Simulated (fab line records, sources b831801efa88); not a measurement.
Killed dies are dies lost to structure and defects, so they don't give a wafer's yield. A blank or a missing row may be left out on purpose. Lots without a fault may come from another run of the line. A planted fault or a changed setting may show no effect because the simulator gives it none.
fab line records | flow sky130
record lots=5 wafers=15 last_day=50
route steps=708 shown VIA2@525 METAL3@532 CAPM@537 PAD_OPEN@708
lots that met no fault: from a run of the same line without faults
start_h: hours from the record's first day to the start of the lot's first wafer shown | wait_h: hours since the lot's step before | " the same as in the row above | L1.1+2: a row that stands for several wafers | - no value, or no start given | * or withheld: withheld | < > ~ a bound
route shown NAME@n: a module of which the file shows steps, and the number in the route of the first | usual: mean/standard deviation of fault-free wafers | same: alike in all rows | chamber/n: place in a boat | sites: the reading at each site | _std_site: their standard deviation | _edge_site: outer sites' mean less inner sites' | radius_mm: how far each site lies from the wafer's centre | mask NAME#n: copy n | behind: the tool/chamber that last shaped the wafer | hold: why the lot was held/for how many hours/how that ended | device: the transistor (n, p or np) that didn't switch | end of line: the same wafers' tests at the end of the route | a step without rows: its recipe alone | killed: dies lost to structure and defects at the first sort, not the wafer's yield | map: a wafer's dies, x killed, . not, _ none there
set.NAME: the setting as run; set.NAME@STEP: as run at that earlier step | model.NAME: the simulator's own value behind a step, which no gauge read
lots at some steps of the route; a table a step, a row a wafer
services: from which hour (start_h, from the record's first day; less than 0 if before it) a tool's chamber was out of use, for how many hours, and why
## steps
# step SKY_VIA2_CLEAN_18
# recipe chemistry=IPA time_s=180 temp_c=25
# step SKY_VIA2_CLEAN_19
# recipe chemistry=O3/DIW dry=n2_spin
# step SKY_VIA2_SPUTTER_20
# recipe material=TiN target_thk_nm=20 chamber_pressure_pa=5 power_w=4000 time_s=80
# usual throttle_valve_pct=30.5/1
# columns lot.wafer tool chamber start_h wait_h throttle_valve_pct
L169.3 pvd_sputter-03 - 936.41 0.0 29.8
L169.4 " - " " 30.2
L169.6 " - " " 30.7
L170.3 pvd_sputter-02 - 941.53 0.0 31.8
L170.5 " - " " 29.9
L170.6 " - " " 31.5
L174.2 pvd_sputter-03 - 961.94 0.0 29.9
L174.3 " - " " 30.1
L174.6 " - " " 29.8
L179.3 pvd_sputter-03 - 999.94 0.0 30.1
L179.5 " - " " 30.0
L179.6 " - " " 30.4
L182.1 pvd_sputter-02 - 1011.20 0.0 31.7
L182.3 " - " " 29.8
L182.4 " - " " 31.8
# step SKY_VIA2_CVD_21
# recipe material=W target_thk_nm=420 time_s=126.4 temp_c=400 pressure_torr=40
# usual heater_power_w=822/40
# columns lot.wafer tool chamber start_h wait_h heater_power_w
L169.3 cvd_w-01 0 936.51 0.1 871
L169.4 " 1 " " 786
L169.6 " 0 " " 899
L170.3 cvd_w-01 0 941.63 0.1 903
L170.5 " 1 " " 801
L170.6 " 0 " " 863
L174.2 cvd_w-02 0 962.00 0.0 832
L174.3 " 1 " " 790
L174.6 " 1 " " 805
L179.3 cvd_w-02 1 1000.04 0.1 776
L179.5 " 0 " " 832
L179.6 " 1 " " 794
L182.1 cvd_w-02 1 1011.27 0.0 791
L182.3 " 0 " " 827
L182.4 " 1 " " 798
# step SKY_VIA2_RS_MEAS_22
# recipe thk_meas_gauge=four-point-probe reads=W_of_VIA2_CVD_21+TiN_of_VIA2_SPUTTER_20
# usual VIA2_W_RS=0.273/0.0049
# columns lot.wafer tool chamber start_h wait_h VIA2_W_RS[ohm/sq]
L169.3 film_metro-02 - 936.64 0.1 0.272
L169.4 " - " " 0.274
L169.6 " - " " 0.273
L170.3 film_metro-04 - 941.81 0.1 0.269
L170.5 " - " " 0.276
L170.6 " - " " 0.271
L174.2 film_metro-03 - 962.20 0.2 0.281
L174.3 " - " " 0.268
L174.6 " - " " 0.267
L179.3 film_metro-03 - 1000.17 0.1 0.264
L179.5 " - " " 0.277
L179.6 " - " " 0.267
L182.1 film_metro-04 - 1011.40 0.1 0.265
L182.3 " - " " 0.273
L182.4 " - " " 0.262
# step SKY_VIA2_THK_MEAS_23
# recipe thk_meas_gauge=xrf reads=W_of_VIA2_CVD_21
# usual VIA2_W_THK=429/8.5
# columns lot.wafer tool chamber start_h wait_h VIA2_W_THK[nm]
L169.3 film_metro-02 - 936.74 0.1 428
L169.4 " - " " 428
L169.6 " - " " 431
L170.3 film_metro-04 - 941.91 0.1 434
L170.5 " - " " 424
L170.6 " - " " 434
L174.2 film_metro-03 - 962.31 0.1 412
L174.3 " - " " 429
L174.6 " - " " 435
L179.3 film_metro-03 - 1000.27 0.1 445
L179.5 " - " " 427
L179.6 " - " " 441
L182.1 film_metro-04 - 1011.52 0.1 439
L182.3 " - " " 427
L182.4 " - " " 448
# step SKY_VIA2_CMP_24
# recipe stop_on=SiO2 t_overpolish_s=20 down_force_psi=3.5 platen_rpm=60 target_thk_nm=0 pad_velocity_m_s=0.94248
# usual motor_current_A=11.0/0.8 overpolish_run_s=20.000/0.0084 slurry_flow_ml_min=150.0/0.46 time_to_endpoint_s=103/4.6
# columns lot.wafer tool chamber start_h wait_h motor_current_A overpolish_run_s slurry_flow_ml_min time_to_endpoint_s
L169.4 cmp-02 3 936.78 0.0 9.8 20.007 150.4 101
L169.3 " 0 " " 10.0 19.994 150.2 98
L169.6 " 0 " " 10.9 19.988 150.3 97
L170.3 cmp-02 1 942.05 0.1 12.2 20.002 150.1 114
L170.6 " 3 " " 9.7 20.001 150.7 110
L170.5 " 0 " " 10.4 19.995 149.7 100
L174.3 cmp-02 1 962.46 0.1 12.6 19.992 150.3 109
L174.2 " 2 " " 11.1 20.009 150.0 105
L174.6 " 0 " " 10.4 19.996 150.8 102
L179.3 cmp-01 2 1000.36 0.1 11.1 20.004 150.0 110
L179.6 " 1 " " 10.8 19.998 149.8 103
L179.5 " 2 " " 10.8 19.982 149.5 101
L182.4 cmp-01 2 1011.58 0.0 11.4 20.001 149.1 101
L182.3 " 0 " " 11.2 19.994 149.2 94
L182.1 " 1 " " 10.7 20.005 149.9 101
# step SKY_METAL3_SPUTTER_00
# recipe material=Ti target_thk_nm=15 power_w=3000 time_s=10 chamber_pressure_pa=0.4
# usual throttle_valve_pct=30.0/0.86
# columns lot.wafer tool chamber start_h wait_h throttle_valve_pct
L169.3 pvd_sputter-04 - 937.08 0.2 29.2
L169.4 " - " " 29.9
L169.6 " - " " 30.0
L170.3 pvd_sputter-02 - 942.25 0.1 28.6
L170.5 " - " " 31.5
L170.6 " - " " 30.2
L174.2 pvd_sputter-01 - 962.66 0.1 30.9
L174.3 " - " " 28.6
L174.6 " - " " 28.6
L179.3 pvd_sputter-01 - 1000.61 0.2 30.8
L179.5 " - " " 28.8
L179.6 " - " " 30.4
L182.1 pvd_sputter-01 - 1011.88 0.1 30.6
L182.3 " - " " 28.6
L182.4 " - " " 29.7
# step SKY_METAL3_SPUTTER_01
# recipe material=TiN target_thk_nm=20 power_w=6500 time_s=16.7 chamber_pressure_pa=0.4
# usual throttle_valve_pct=30.0/0.84
# columns lot.wafer tool chamber start_h wait_h throttle_valve_pct
L169.3 pvd_sputter-04 - 937.10 0.0 29.4
L169.4 " - " " 29.9
L169.6 " - " " 30.1
L170.3 pvd_sputter-02 - 942.27 0.0 28.7
L170.5 " - " " 31.5
L170.6 " - " " 29.8
L174.2 pvd_sputter-01 - 962.68 0.0 30.7
L174.3 " - " " 28.8
L174.6 " - " " 28.8
L179.3 pvd_sputter-01 - 1000.63 0.0 30.7
L179.5 " - " " 28.7
L179.6 " - " " 30.7
L182.1 pvd_sputter-01 - 1011.90 0.0 30.9
L182.3 " - " " 28.8
L182.4 " - " " 29.2
# step SKY_METAL3_SPUTTER_02
# recipe material=AlCu target_thk_nm=735 power_w=10600 time_s=39.1 chamber_pressure_pa=0.4
# step SKY_METAL3_SPUTTER_03
# recipe material=Ti target_thk_nm=5 power_w=3000 time_s=3.3 chamber_pressure_pa=0.4
# step SKY_METAL3_SPUTTER_04
# recipe material=TiN target_thk_nm=70 power_w=6500 time_s=58.3 chamber_pressure_pa=0.4
# step SKY_CAPM_CVD_00
# recipe material=SiO2 target_thk_nm=15.5 temp_c=400 time_s=withheld rf_w=450
# usual heater_power_w=700/100
# columns lot.wafer tool chamber start_h wait_h heater_power_w model.SiO2_of_CAPM_CVD_00.thk_nm
L169.3 pecvd-02 2 937.23 0.0 783 15.21
L169.4 " 1 " " 657 28.53
L169.6 " 2 " " 780 15.39
L170.3 pecvd-03 2 942.40 0.0 884 15.9
L170.5 " 1 " " 752 15.83
L170.6 " 0 " " 588 16.08
L174.2 pecvd-01 2 962.82 0.0 777 15.58
L174.3 " 0 " " 558 15.32
L174.6 " 0 " " 578 15.67
L179.3 pecvd-03 2 1000.76 0.0 896 15.42
L179.5 " 1 " " 643 15.36
L179.6 " 0 " " 624 15.58
L182.1 pecvd-02 0 1012.03 0.0 668 15.23
L182.3 " 2 " " 894 15.4
L182.4 " 2 " " 846 15.57
# step SKY_CAPM_THK_MEAS_01
# recipe reads=SiO2_of_CAPM_CVD_00
# usual CAPM_CVD_00_THK=15.45/0.22
# columns lot.wafer tool chamber start_h wait_h CAPM_CVD_00_THK[nm]
L169.3 film_metro-01 - 937.28 - 15.20
L169.4 " - " " 28.54
L169.6 " - " " 15.41
L170.3 film_metro-01 - 942.45 - 15.89
L170.5 " - " " 15.87
L170.6 " - " " 16.12
L174.2 film_metro-02 - 962.85 - 15.60
L174.3 " - " " 15.27
L174.6 " - " " 15.68
L179.3 film_metro-01 - 1000.80 - 15.41
L179.5 " - " " 15.35
L179.6 " - " " 15.60
L182.1 film_metro-01 - 1012.05 - 15.22
L182.3 " - " " 15.37
L182.4 " - " " 15.55
# step SKY_CAPM_SPUTTER_02
# recipe material=TiN target_thk_nm=200 temp_c=300 power_w=6500 time_s=174 chamber_pressure_pa=0.4
# step SKY_CAPM_RS_MEAS_03
# recipe thk_meas_gauge=four-point-probe reads=TiN_of_CAPM_SPUTTER_02
# usual CAPM_TIN_RS=6.59/0.074
# columns lot.wafer tool chamber start_h wait_h CAPM_TIN_RS[ohm/sq]
L169.3 film_metro-02 - 937.46 0.1 6.64
L169.4 " - " " 6.54
L169.6 " - " " 6.62
L170.3 film_metro-01 - 942.71 0.2 6.61
L170.5 " - " " 6.61
L170.6 " - " " 6.55
L174.2 film_metro-01 - 963.03 0.1 6.65
L174.3 " - " " 6.58
L174.6 " - " " 6.68
L179.3 film_metro-04 - 1000.99 0.1 6.76
L179.5 " - " " 6.69
L179.6 " - " " 6.72
L182.1 film_metro-02 - 1012.22 0.1 6.54
L182.3 " - " " 6.64
L182.4 " - " " 6.60
# step SKY_CAPM_THK_MEAS_04
# recipe thk_meas_gauge=xrf reads=TiN_of_CAPM_SPUTTER_02
# usual CAPM_TIN_THK=211.6/2.7
# columns lot.wafer tool chamber start_h wait_h CAPM_TIN_THK[nm]
L169.3 film_metro-02 - 937.56 0.1 209.4
L169.4 " - " " 213.0
L169.6 " - " " 211.2
L170.3 film_metro-01 - 942.81 0.1 207.8
L170.5 " - " " 208.0
L170.6 " - " " 210.7
L174.2 film_metro-01 - 963.14 0.1 209.3
L174.3 " - " " 211.7
L174.6 " - " " 207.4
L179.3 film_metro-04 - 1001.09 0.1 206.4
L179.5 " - " " 208.6
L179.6 " - " " 208.8
L182.1 film_metro-02 - 1012.34 0.1 212.5
L182.3 " - " " 210.6
L182.4 " - " " 211.6
# step SKY_CAPM_DEHYDRATE_05
# recipe temp_c=200 time_s=60
# step SKY_CAPM_HMDS_06
# recipe prime_time_s=60 prime_temp_c=120
# step SKY_CAPM_COAT_07
# recipe resist=NOVOLAK spin_rpm=3000 resist_thk_nm=1140
# step SKY_CAPM_SOFTBAKE_08
# recipe temp_c=90 time_s=60 resist=NOVOLAK
# step SKY_CAPM_EXPOSE_09
# recipe mask_id=CAPM na=0.6 source_shape=conventional sigma_outer=0.6 polarization=unpolarized target_cd_nm=1000 dose_mj=159
# step SKY_CAPM_PEB_10
# recipe temp_c=withheld time_s=* resist=NOVOLAK
# step SKY_CAPM_DEVELOP_11
# recipe resist=NOVOLAK developer=TMAH develop_time_s=60 dev_temp_c=23
# step SKY_CAPM_OVL_MEAS_12
# usual CAPM_OVL=1.0/1.7
# columns lot.wafer tool chamber start_h wait_h CAPM_OVL[nm]
L169.3 overlay-02 - 961.90 0.1 2.1
L169.4 " - " " 2.6
L169.6 " - " " 4.4
L170.3 overlay-02 - 966.68 0.1 1.0
L170.5 " - " " -0.4
L170.6 " - " " 1.5
L174.2 overlay-02 - 986.57 0.1 -1.6
L174.3 " - " " 0.6
L174.6 " - " " 1.2
L179.3 overlay-01 - 1023.76 0.1 0.8
L179.5 " - " " -1.2
L179.6 " - " " 0.0
L182.1 overlay-01 - 1035.94 0.1 4.0
L182.3 " - " " 1.7
L182.4 " - " " 0.4
# step SKY_CAPM_METAL_ETCH_13
# recipe target_depth_nm=220 stop_on=SiO2 chemistry=Cl2/BCl3 target=TiN pressure_mtorr=10 icp_w=900 bias_w=48.5 Cl2_flow_sccm=60 bcl3_flow_sccm=30 time_s=62.9
# step SKY_CAPM_STRIP_14
# recipe chemistry=O2/N2 power_w=1400 pressure_mtorr=1500 platen_temp_c=withheld o2_flow_sccm=3000 n2_flow_sccm=300 overash_fraction=0.5
# step SKY_CAPM_STRIP_15
# recipe chemistry=post_etch_residue_remover time_s=1200 temp_c=72.5
# step SKY_CAPM_CLEAN_16
# recipe chemistry=IPA time_s=180 temp_c=25
# step SKY_CAPM_CLEAN_17
# recipe chemistry=O3/DIW dry=n2_spin
# step SKY_METAL3_DEHYDRATE_05
# recipe temp_c=200 time_s=60
# step SKY_METAL3_HMDS_06
# recipe prime_time_s=60 prime_temp_c=120
# step SKY_METAL3_COAT_07
# recipe resist=BARC temp_c=withheld time_s=withheld spin_rpm=3000 resist_thk_nm=60
# step SKY_METAL3_COAT_08
# recipe resist=KrF-thick spin_rpm=3000 resist_thk_nm=1140
# step SKY_METAL3_SOFTBAKE_09
# recipe temp_c=100 time_s=90 resist=KrF-thick
# step SKY_METAL3_EXPOSE_10
# recipe mask_id=MM3 na=0.68 source_shape=annular sigma_inner=0.4 sigma_outer=0.8 target_cd_nm=300 dose_mj=28.32
# step SKY_METAL3_PEB_11
# recipe peb_temp_c=withheld peb_time_s=withheld resist=KrF-thick
# step SKY_METAL3_DEVELOP_12
# recipe develop_time_s=60 resist=KrF-thick dev_temp_c=21
# step SKY_METAL3_CD_MEAS_13
# recipe target_cd_nm=300
# usual cd_nm=300.2/1.5
# columns lot.wafer tool chamber start_h wait_h cd_nm
L169.3 cd_sem-02 - 986.38 - 300.4
L169.4 " - " " 297.5
L169.6 " - " " 300.2
L170.3 cd_sem-01 - 990.92 - 298.1
L170.5 " - " " 297.8
L170.6 " - " " 299.4
L174.2 cd_sem-01 - 1010.96 - 301.2
L174.3 " - " " 300.9
L174.6 " - " " 300.4
L179.3 cd_sem-02 - 1047.63 - 298.9
L179.5 " - " " 299.7
L179.6 " - " " 301.0
L182.1 cd_sem-02 - 1058.56 - 300.1
L182.3 " - " " 298.4
L182.4 " - " " 299.8
# step SKY_METAL3_OVL_MEAS_14
# usual METAL3_OVL=-3/4.4
# columns lot.wafer tool chamber start_h wait_h METAL3_OVL[nm]
L169.3 overlay-01 - 986.48 0.1 0
L169.4 " - " " -12
L169.6 " - " " -3
L170.3 overlay-02 - 991.02 0.1 -6
L170.5 " - " " -2
L170.6 " - " " 4
L174.2 overlay-02 - 1011.06 0.1 -8
L174.3 " - " " 2
L174.6 " - " " 1
L179.3 overlay-01 - 1047.73 0.1 -4
L179.5 " - " " -11
L179.6 " - " " -5
L182.1 overlay-02 - 1058.68 0.1 3
L182.3 " - " " 0
L182.4 " - " " -2
# step SKY_METAL3_DESCUM_15
# recipe chemistry=O2 source_power_w=150 bias_power_w=0 pressure_mtorr=10 temp_c=40 time_s=8
# step SKY_METAL3_ETCH_16
# recipe chemistry=N2/H2 target=BARC ion_energy_ev=200 bias_w=100 pressure_mtorr=30 n2_flow_sccm=100 h2_flow_sccm=200 icp_w=500 stop_on=SiO2 time_s=88.2 target_depth_a=600
# step SKY_METAL3_ETCH_17
# recipe target=SiO2 stop_on=TiN chemistry=C4F8/O2/Ar source_w=1500 bias_w=1200 pressure_mtorr=40 c4f8_flow_sccm=withheld O2_flow_sccm=6 Ar_flow_sccm=300 time_s=3.9 target_depth_a=150
# usual oes_product_au=0.753/0.0065
# columns lot.wafer tool chamber start_h wait_h oes_product_au rf_hours_counter_h
L169.3 rie_diel-04 3 986.63 0.0 0.747 17
L169.4 " 0 " " 0.994 -
L169.6 " 1 " " 0.757 -
L170.3 rie_diel-02 3 991.30 0.1 0.765 5
L170.5 " 3 " " 0.766 -
L170.6 " 0 " " 0.765 -
L174.2 rie_diel-02 2 1011.22 0.1 0.753 5
L174.3 " 0 " " 0.745 14
L174.6 " 2 " " 0.758 -
L179.3 rie_diel-04 2 1047.88 0.0 0.758 2
L179.5 " 3 " " 0.749 -
L179.6 " 2 " " 0.759 -
L182.1 rie_diel-02 1 1058.85 0.1 0.746 11
L182.3 " 3 " " 0.751 8
L182.4 " 0 " " 0.758 15
# step SKY_PAD_OPEN_PROBE_99
# usual defect_limited_yield=82.1/1.9 killed_at_M0_to_M3=44/6.6 killed_at_M4_up=3.0/1.9 killed_at_contacts=24/5.1 killed_at_front_end=16/4.6 killed_at_other=0.3/0.59 killed_dies=88/9.5 killed_on_rim=17/3.7 killed_open=48/6.7 killed_short=40/6.1
# same gross_dies=492 killed_at_back_side=0
# columns lot.wafer tool chamber start_h wait_h defect_limited_yield[%] killed_at_M0_to_M3 killed_at_M4_up killed_at_contacts killed_at_front_end killed_at_other killed_dies killed_on_rim killed_open killed_short model.etest.tester.sort_n_pass model.etest.tester.sort_yield_pct model.etest.tester.sort_bin_3_pct model.etest.nfet_05v0_nvt.short model.etest.diode_pdiff_nwell_hv.over_limit model.etest.poly_comb.over_limit model.etest.met2_comb.over_limit model.etest.pfet_16v.over_limit
L169.3 prober-01 - 1147.12 0.2 81.7 48 1 21 19 1 90 19 50 40 402 81.71 0.6098 0 0 0 0 0
L169.4 prober-01 - 1147.17 0.2 82.9 40 3 21 19 1 84 17 46 38 0 0 83.74 1 1 1 1 1
L169.6 prober-01 - 1147.27 0.2 83.9 36 2 26 14 1 79 17 44 35 413 83.94 1.016 0 0 0 0 0
L170.3 prober-02 - 1153.35 0.2 79.5 62 0 19 20 0 101 22 52 48 391 79.47 0.813 0 0 0 0 0
L170.5 prober-02 - 1153.45 0.2 81.5 50 1 22 18 0 91 15 48 43 401 81.5 0.4065 0 0 0 0 0
L170.6 prober-02 - 1153.50 0.2 82.7 43 2 21 19 0 85 18 41 44 407 82.72 1.423 0 0 0 0 0
L174.2 prober-02 - 1167.81 0.1 84.1 36 1 14 27 0 78 12 40 37 414 84.15 0.813 0 0 0 0 0
L174.3 prober-02 - 1167.86 0.2 83.7 36 4 18 22 0 80 16 46 33 412 83.74 0.4065 0 0 0 0 0
L174.6 prober-02 - 1168.01 0.2 81.1 51 1 22 18 1 93 18 50 43 399 81.1 0.6098 0 0 0 0 0
L179.3 prober-02 - 1194.28 0.2 83.3 35 2 24 21 0 82 16 41 41 410 83.33 0.6098 0 0 0 0 0
L179.5 prober-02 - 1194.38 0.2 81.7 40 5 25 20 0 90 13 47 43 402 81.71 1.22 0 0 0 0 0
L179.6 prober-02 - 1194.43 0.2 83.1 41 2 24 16 0 83 12 46 37 409 83.13 0.813 0 0 0 0 0
L182.1 prober-02 - 1201.64 0.1 83.7 44 2 24 10 0 80 15 43 37 412 83.74 0.6098 0 0 0 0 0
L182.3 prober-02 - 1201.74 0.2 80.7 53 0 23 18 1 95 15 53 42 397 80.69 1.22 0 0 0 0 0
L182.4 prober-02 - 1201.79 0.2 83.3 50 0 20 11 1 82 14 47 35 410 83.33 0.4065 0 0 0 0 0
# killed by level:class
L169.3 VIA3:geometric_particle:open=11 VIA1:geometric_particle:open=8 VIA1:geometric_particle:short=7 POLY_GATE:geometric_particle:open=6 CONTACT:geometric_particle:open=6 FIELD_ISO:geometric_particle:short=5 LI_CONTACT:geometric_particle:open=5 VIA2:geometric_particle:open=5
L169.4 VIA1:geometric_particle:open=10 FIELD_ISO:geometric_particle:open=5 POLY_GATE:geometric_particle:short=5 LI_CONTACT:geometric_particle:short=5 LI_CONTACT:geometric_particle:open=5 CONTACT:geometric_particle:open=5 VIA3:geometric_particle:open=5 METAL1:geometric_particle:short=5
L169.6 LI_CONTACT:geometric_particle:open=14 CONTACT:geometric_particle:open=8 VIA1:geometric_particle:open=8 FIELD_ISO:geometric_particle:short=6 VIA1:geometric_particle:short=6 METAL1:geometric_particle:short=4 VIA2:geometric_particle:short=4 VIA3:geometric_particle:open=3
L170.3 VIA1:geometric_particle:open=16 VIA3:geometric_particle:open=9 VIA2:geometric_particle:open=8 METAL2:geometric_particle:short=6 LOCAL_INTERCONNECT:geometric_particle:short=6 METAL1:geometric_particle:short=6 METAL3:geometric_particle:short=6 CONTACT:geometric_particle:open=5
L170.5 VIA1:geometric_particle:open=9 METAL1:geometric_particle:short=8 LI_CONTACT:geometric_particle:open=7 CONTACT:geometric_particle:open=7 VIA3:geometric_particle:open=6 VIA2:geometric_particle:open=5 FIELD_ISO:geometric_particle:short=4 POLY_GATE:geometric_particle:short=4
L170.6 VIA1:geometric_particle:open=12 VIA2:geometric_particle:open=7 POLY_GATE:geometric_particle:short=6 LI_CONTACT:geometric_particle:short=5 VIA2:geometric_particle:short=5 VIA3:geometric_particle:short=5 LOCAL_INTERCONNECT:geometric_particle:short=4 VIA3:geometric_particle:open=4
L174.2 POLY_GATE:geometric_particle:short=8 FIELD_ISO:geometric_particle:open=7 VIA2:geometric_particle:open=7 METAL1:geometric_particle:short=6 VIA1:geometric_particle:open=6 POLY_GATE:geometric_particle:open=5 METAL2:geometric_particle:short=5 VIA3:geometric_particle:open=4
L174.3 VIA1:geometric_particle:open=12 POLY_GATE:geometric_particle:short=9 LI_CONTACT:geometric_particle:open=7 VIA2:geometric_particle:open=7 VIA3:geometric_particle:open=6 CONTACT:geometric_particle:open=6 FIELD_ISO:geometric_particle:open=5 METAL2:geometric_particle:short=5
L174.6 VIA1:geometric_particle:open=14 METAL1:geometric_particle:short=7 POLY_GATE:geometric_particle:open=6 CONTACT:geometric_particle:open=6 CONTACT:geometric_particle:short=6 METAL2:geometric_particle:short=6 VIA2:geometric_particle:short=6 POLY_GATE:geometric_particle:short=5
L179.3 VIA1:geometric_particle:open=10 CONTACT:geometric_particle:open=6 LOCAL_INTERCONNECT:geometric_particle:short=6 FIELD_ISO:geometric_particle:open=5 VIA2:geometric_particle:open=5 LI_CONTACT:geometric_particle:open=4 LI_CONTACT:geometric_particle:short=4 METAL1:geometric_particle:short=4
L179.5 VIA1:geometric_particle:open=15 CONTACT:geometric_particle:open=8 POLY_GATE:geometric_particle:short=7 CONTACT:geometric_particle:short=7 METAL2:geometric_particle:short=6 FIELD_ISO:geometric_particle:open=5 LI_CONTACT:geometric_particle:open=5 METAL4:geometric_particle:short=4
L179.6 CONTACT:geometric_particle:open=12 VIA1:geometric_particle:open=12 VIA3:geometric_particle:open=6 POLY_GATE:geometric_particle:open=5 LOCAL_INTERCONNECT:geometric_particle:short=5 VIA1:geometric_particle:short=5 FIELD_ISO:geometric_particle:short=4 FIELD_ISO:geometric_particle:open=4
L182.1 VIA1:geometric_particle:open=10 VIA3:geometric_particle:open=8 VIA1:geometric_particle:short=7 METAL1:geometric_particle:short=6 LI_CONTACT:geometric_particle:short=6 VIA2:geometric_particle:open=6 CONTACT:geometric_particle:open=6 LI_CONTACT:geometric_particle:open=5
L182.3 VIA1:geometric_particle:open=17 METAL2:geometric_particle:short=7 FIELD_ISO:geometric_particle:short=6 LOCAL_INTERCONNECT:geometric_particle:short=6 CONTACT:geometric_particle:open=6 VIA3:geometric_particle:open=6 FIELD_ISO:geometric_particle:open=5 VIA2:geometric_particle:short=5
L182.4 VIA1:geometric_particle:open=12 CONTACT:geometric_particle:open=10 VIA2:geometric_particle:open=8 VIA3:geometric_particle:open=6 METAL1:geometric_particle:short=5 VIA3:geometric_particle:short=4 FIELD_ISO:geometric_particle:short=4 VIA1:geometric_particle:short=4
## services
# columns tool chamber start_h hours kind
pecvd-02 - 915.84 1.6 repair
pecvd-03 - 926.21 1.1 repair
pecvd-03 - 927.98 0.5 repair
cmp-02 - 946.30 0.3 repair
cmp-02 - 947.02 0.9 repair
cvd_w-02 0 947.39 2.8 repair
rie_diel-02 1 951.30 4.8 repair
pvd_sputter-01 - 954.67 3.9 repair
rie_diel-02 2 955.61 1.7 repair
rie_diel-02 3 955.70 7.2 repair
pvd_sputter-04 - 956.47 14.5 repair
pvd_sputter-03 - 958.29 1.7 repair
rie_diel-04 0 968.87 4.2 repair
pecvd-02 - 970.71 8.1 repair
cmp-02 - 979.99 2.6 repair
rie_diel-02 2 983.58 13.8 repair
cmp-01 - 993.00 3.7 pm
cmp-02 - 996.71 9.6 pm
pvd_sputter-04 - 998.50 20.5 repair
pvd_sputter-01 - 1003.75 2.3 repair
pvd_sputter-02 - 1006.70 2.7 repair
cmp-02 - 1011.79 2.3 repair
cmp-01 - 1015.77 4.3 repair
cmp-02 - 1058.54 3.6 pm
## key
first_sign step=SKY_CAPM_THK_MEAS_01 reading=CAPM_CVD_00_THK direction=up sigmas=60 usual=15.45 struck=28.54
effect step=SKY_METAL3_ETCH_17 reading=oes_product_au direction=up sigmas=37 usual=0.753 struck=0.994
model_effect step=SKY_CAPM_CVD_00 value=SiO2_of_CAPM_CVD_00.thk_nm without=15.54 struck=28.53
model_effect step=SKY_PAD_OPEN_PROBE_99 value=etest.tester.sort_n_pass without=408 struck=0
met_at SKY_CAPM_CVD_00
struck_wafers L169.4
fault kind=process_parameter_drift tool=pecvd-02 chamber=1 onset_h=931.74 steps=SKY_CAPM_CVD_00 channel=target_thk_nm offset=12.897 shape=step end_h=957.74 acts_in=these_recipes_only stated=15.5
